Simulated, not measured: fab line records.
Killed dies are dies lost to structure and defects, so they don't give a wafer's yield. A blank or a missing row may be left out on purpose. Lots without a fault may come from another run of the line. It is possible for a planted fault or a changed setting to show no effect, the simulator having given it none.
Comparing a struck lot with a sound one -- flow sfqLine -- 15 out of 325 route steps
Sound: these wafers, L165.3, L165.5, L165.6. Struck: wafer L170.1 (left out: L170.5, L170.6 of the same lot, which were not struck); the cause appears at the end.
At each step with rows: each side's tool, then ch and its chambers, then its first start. Under that, the readings that differ: sound wafers -- struck wafers -- difference of the means -- sigmas: that difference in standard deviations of wafers without a fault.
alike: a reading whose means differ by less than 2 such deviations, as well as words and numbers matching on both sides. not compared: withheld readings; readings where some wafer has no value; bounds like >300 that might hide an equal value; numbers whose values overlap and for which the record gives no deviation.
A row with sigmas, a row that says differs or no value, or rows on one side alone: a step with any of these is where the two part. When numbers do not overlap yet have no deviation, they are printed without sigmas and do not part them. A reading that every wafer of one side lacks parts them only if that side has two wafers or more.

SFQ_TRILAYER_L0_BARC_OPEN_METAL_ETCH_010: etches BARC in O2, target depth 125 nm, time 41.7 s.
  sound on rieMetal-04 ch 0,1, day 6 17:29; struck on rieMetal-04 ch 1, day 8 06:07
reading,sound,struck,difference,sigmas
rfHoursCounterH (h),- - -,70,no value on the sound wafers,
  alike: drypumpMotorCurrentA, oesProductAu
SFQ_TRILAYER_L0_ETCH_METAL_ETCH_008: etches MoNx KI in SF6/O2, stops on SiO2, target depth 50 nm, time 25 s.
  sound on rieMetal-04 ch 0,1, day 6 17:32; struck on rieMetal-04 ch 1, day 8 06:11
reading,sound,struck,difference,sigmas
rfHoursCounterH (h),- - -,70,no value on the sound wafers,
  alike: drypumpMotorCurrentA, oesProductAu
SFQ_TRILAYER_L0_STRIP_STRIP_009: strips in O2.
  sound on rieMetal-04 ch 0,1, day 6 17:46; struck on rieMetal-04 ch 1, day 8 06:14
reading,sound,struck,difference,sigmas
rfHoursCounterH (h),- - -,70,no value on the sound wafers,
  alike: drypumpMotorCurrentA, oesProductAu
then, 1 step without rows for these wafers: SFQ_TRILAYER_L0_STRIP_SOLV_CLEAN_010 (cleans in NMP, time 600 s).
SFQ_TRILAYER_L0_CAP_PECVD_011: deposits SiO2 from SiH4/N2O, time 13.333 s, target thk 60 nm.
  sound on pecvd-01 ch 1,2, day 6 18:21; struck on pecvd-03 ch 1, day 8 07:11
  alike: heaterPowerW, throttleValvePct
then, 6 steps without rows for these wafers: SFQ_TRILAYER_L0_VIA_LITHO_COAT_018 (resist thk 62 nm); SFQ_TRILAYER_L0_VIA_LITHO_COAT_013 (resist thk 650 nm); SFQ_TRILAYER_L0_VIA_LITHO_SOFTBAKE_017; SFQ_TRILAYER_L0_VIA_LITHO_EXPOSE_014 (exposes mask L0V, target cd 700 nm); SFQ_TRILAYER_L0_VIA_LITHO_PEB_016 (peb time 60 s); SFQ_TRILAYER_L0_VIA_LITHO_DEVELOP_015 (time 60 s).
-- the record jumps here: 4 days lie between the struck wafers' starts before and after --
SFQ_L0V_OVL_MEAS_903:
  sound: overlay-01 at day 10 05:04; struck: overlay-02 at day 11 23:04
  alike: L0V_OVL
SFQ_TRILAYER_L0_VIA_BARC_OPEN_VIA_ETCH_021: etches BARC in O2, target depth 125 nm, time 41.7 s.
  sound on rieDiel-03 ch 0,1,2, day 10 05:06; struck on rieDiel-04 ch 0, day 11 23:06
reading,sound,struck,difference,sigmas
model.KrF_of_TRILAYER_L0_VIA_LITHO_COAT_013.thkNm (nm),576.8 578.2 576.1,555.3,-21.7,
  alike: drypumpMotorCurrentA, oesProductAu
  not compared: rfHoursCounterH
SFQ_TRILAYER_L0_VIA_ETCH_VIA_ETCH_016: etches SiO2 in CHF3, stops on MoNx KI, target depth 80 nm.
  sound on rieDiel-03 ch 0,1,2, day 10 05:08; struck on rieDiel-04 ch 0, day 11 23:08
reading,sound,struck,difference,sigmas
oesProductAu (a.u.),0.848 0.852 0.844,0.831,-0.017,-2
model.KrF_of_TRILAYER_L0_VIA_LITHO_COAT_013.thkNm (nm),562.8 564.4 562.1,541.6,-21.5,
  alike: drypumpMotorCurrentA
SFQ_TRILAYER_L0_VIA_STRIP_STRIP_017: strips in O2.
  sound on rieMetal-01 ch 0,1, day 10 05:23; struck on rieMetal-04 ch 1, day 11 23:11
reading,sound,struck,difference,sigmas
rfHoursCounterH (h),- - -,86,no value on the sound wafers,
  alike: drypumpMotorCurrentA, oesProductAu

== WHERE THEY PART ==
At SFQ_TRILAYER_L0_BARC_OPEN_METAL_ETCH_010 first; at SFQ_TRILAYER_L0_VIA_STRIP_STRIP_017 last (within this record only).

WHY: what the simulator had put in
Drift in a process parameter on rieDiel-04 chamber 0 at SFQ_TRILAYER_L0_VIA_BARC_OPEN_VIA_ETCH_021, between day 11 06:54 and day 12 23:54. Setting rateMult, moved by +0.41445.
